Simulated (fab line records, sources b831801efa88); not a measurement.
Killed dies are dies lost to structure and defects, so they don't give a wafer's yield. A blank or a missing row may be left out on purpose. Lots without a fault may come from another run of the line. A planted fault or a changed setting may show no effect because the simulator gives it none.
A struck lot beside a sound one | flow gf180mcu | 18 steps out of a route of 602
Sound: wafers L657.1, L657.4, L657.5. Struck: wafers L661.1, L661.4, L661.6. The cause comes at the end.
At each step with rows: each side's tool, then ch and its chambers, then its first start. Under that, the readings that differ: sound wafers | struck wafers | difference of the means | sigmas: that difference in standard deviations of wafers without a fault.
alike: readings whose means differ by less than 2 such deviations, and words and numbers that are the same on both sides. not compared: withheld readings, readings that some wafer has no value for, bounds like >300 that may hide the same value, and numbers for which the record gives no deviation and whose values overlap.
The two part at a step that has a row with sigmas, a row that says differs or no value, or rows on one side only. Numbers that don't overlap but have no deviation are shown without sigmas and don't part them. A reading that every wafer of one side lacks parts them only if that side has two wafers or more.

first, 3 steps without rows for these wafers: GF_V3_EXPOSE_11 (exposes mask Via3, target cd 260 nm); GF_V3_PEB_12 (peb time 90 s); GF_V3_DEVELOP_13 (develop time 60 s).
GF_V3_CD_MEAS_14: target cd 260 nm.
  sound on cd_sem-02, day 22 17:57; struck on cd_sem-02, day 24 04:04
  alike: cd_nm
GF_V3_OVL_MEAS_15:
  sound on overlay-02, day 22 18:04; struck on overlay-01, day 24 04:11
  alike: V3_OVL
GF_V3_ETCH_16: etches BARC in N2/H2.
  sound on rie_diel-04 ch 0,1, day 22 18:07; struck on rie_diel-03 ch 1,2,3, day 24 04:13
  alike: chamber_pressure_mTorr, drypump_motor_current_A, oes_product_au, throttle_valve_pct
GF_V3_ETCH_17: etches SiO2 in C4F8/O2/Ar, stops on TiN, target depth 635 nm.
  sound on rie_diel-04 ch 0,1; struck on rie_diel-03 ch 1,2,3
  alike: chamber_pressure_mTorr, oes_product_au
GF_V3_STRIP_18: strips in O2/N2.
  sound on plasma_asher-01 ch 0,1, day 22 18:14; struck on plasma_asher-01 ch 0,1, day 24 04:20
  alike: chamber_pressure_mTorr, drypump_motor_current_A, heater_power_w, oes_product_au
  not compared: rf_hours_counter_h
then, 3 steps without rows for these wafers: GF_V3_STRIP_19 (strips in post etch residue remover, time 1200 s); GF_V3_CLEAN_20 (cleans in DIW); GF_V3_SPUTTER_21 (material Ti, target thk 15 nm, time 80.02 s).
GF_V3_SPUTTER_22: material TiN, target thk 10 nm, time 40 s.
  sound on pvd_sputter-02, day 22 18:52; struck on pvd_sputter-01, day 24 05:04
  reading                | sound          | struck         | difference | sigmas
  throttle_valve_pct (%) | 31.2 30.4 30.2 | 30.3 33.4 33.1 | +1.7       | +2
GF_V3_CVD_23: deposits W, target thk 350 nm, time 104.9 s.
  sound on cvd_w-02 ch 0,1, day 22 18:54; struck on cvd_w-02 ch 1, day 24 05:06
  reading                          | sound             | struck            | difference | sigmas
  model.W_of_V3_CVD_23.thk_nm (nm) | 353.4 345.1 357.1 | 418.3 419.3 420.6 | +67.5      |
  alike: heater_power_w
GF_V3_RS_MEAS_24: measures by four-point-probe.
  sound on film_metro-01, day 22 19:01; struck on film_metro-03, day 24 05:30
  reading          | sound             | struck            | difference | sigmas
  V3_W_RS (ohm/sq) | 0.324 0.332 0.321 | 0.273 0.273 0.272 | -0.053     | -12
  not compared: hold
GF_V3_THK_MEAS_25: measures by xrf.
  sound on film_metro-01, day 22 19:08; struck on film_metro-03, day 24 11:13
  reading       | sound       | struck      | difference | sigmas
  V3_W_THK (nm) | 355 348 360 | 419 424 428 | +69        | +11
  not compared: hold
GF_V3_CMP_26: polishes, stops on SiO2, t overpolish 15 s, target thk 0 nm.
  sound on cmp-02 ch 0,3, day 22 19:11; struck on cmp-02 ch 0,2, day 24 14:40
  reading                | sound    | struck                                                                     | difference                   | sigmas
  hold                   | - - -    | await_dispo/3.4h/release await_dispo/3.4h/release await_dispo/3.4h/release | no value on the sound wafers |
  time_to_endpoint_s (s) | 80 80 82 | 100 102 99                                                                 | +20                          | +6
  alike: edge_zone_pressure_frac, head_pressure_psi, motor_current_A, platen_rpm
GF_M4_SPUTTER_00: material Ti, target thk 37.5 nm, time 150 s.
  sound on pvd_sputter-04, day 22 19:29; struck on pvd_sputter-04, day 24 14:58
  alike: throttle_valve_pct
-- the record jumps here: 6 days lie between the struck wafers' starts before and after (it left off in module M4 and takes up again in module PASSIVATION, whose first step shown is number 602 of the route) --
GF_PASSIVATION_PROBE_99:
  the record has rows for the struck wafers here (prober-01, day 30 12:53) and none for the sound ones

WHERE THEY PART
First at GF_V3_SPUTTER_22; last, within this record, at GF_PASSIVATION_PROBE_99.

WHY: what the simulator had put in
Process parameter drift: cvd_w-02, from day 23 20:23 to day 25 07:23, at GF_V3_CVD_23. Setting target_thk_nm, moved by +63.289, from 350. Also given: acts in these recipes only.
